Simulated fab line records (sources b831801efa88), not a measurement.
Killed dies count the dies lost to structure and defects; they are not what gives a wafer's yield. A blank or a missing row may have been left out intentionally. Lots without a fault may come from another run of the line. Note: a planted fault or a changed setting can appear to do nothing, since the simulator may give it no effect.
Chamber matching | flow sky130 | SKY_VIA2_ETCH_15 on rie-diel-02 has 4 sister chambers
The step etches SiO2 in C4F8/O2/Ar, stops on TiN, target depth 546 nm, time 84 s. 16 wafers are shown with their chamber, then 8 later ones without.

## WAFERS, EACH WITH ITS CHAMBER
wafer  | chamber | oes-product-au (a.u.)
L074.2 | 2       | 0.937
L074.3 | 0       | 0.938
L074.6 | 2       | 0.936
L078.2 | 3       | 0.938
L078.3 | 1       | 0.943
L078.6 | 1       | 0.940
L079.1 | 0       | 0.943
L079.3 | 2       | 0.936
L079.4 | 3       | 0.934
L081.1 | 1       | 0.938
L081.2 | 3       | 0.936
L081.3 | 0       | 0.941
L085.3 | 1       | 0.940
L085.4 | 3       | 0.936
L085.6 | 2       | 0.938
L089.1 | 1       | 0.941

SIGNATURES (means of the wafers above)
reading        | chamber 0 | chamber 1 | chamber 2 | chamber 3 | scatter within a chamber
oes-product-au | 0.94067   | 0.94040   | 0.93675   | 0.93600   | 0.00175
Rule: distance of a wafer from a chamber = root of the sum over the readings of ((wafer's reading minus chamber's mean) / reading's scatter) squared. The wafer belongs to the nearest chamber; if the next one is less than 2 further off, it can't be placed. How the scatter is found: for the shown wafers, subtract from each reading the mean of its chamber, square and add these, divide the total by (wafers less chambers), then take the root.

## WAFERS MISSING THEIR CHAMBER
wafer  | oes-product-au (a.u.)
L089.2 | 0.935
L089.3 | 0.929
L092.1 | 0.941
L092.2 | 0.943
L092.6 | 0.943
L097.1 | 0.931
L097.4 | 0.939
L097.5 | 0.945

## THE CHAMBER EACH PASSED THROUGH
wafer  | from the rows above               | in truth
L089.2 | can't be placed: 3 or 2           | 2
L089.3 | can't be placed: 3 or 2           | 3
L092.1 | can't be placed: 0 or 1           | 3
L092.2 | can't be placed: 0 or 1           | 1
L092.6 | can't be placed: 0 or 1           | 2
L097.1 | can't be placed: 3 or 2           | 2
L097.4 | can't be placed: 1 or 0 or 2 or 3 | 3
L097.5 | can't be placed: 0 or 1           | 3
Placed correctly: 0 of 8. Can't be placed from these rows: 8 (the true chamber is among the candidates in 5). Placed wrongly: 0.
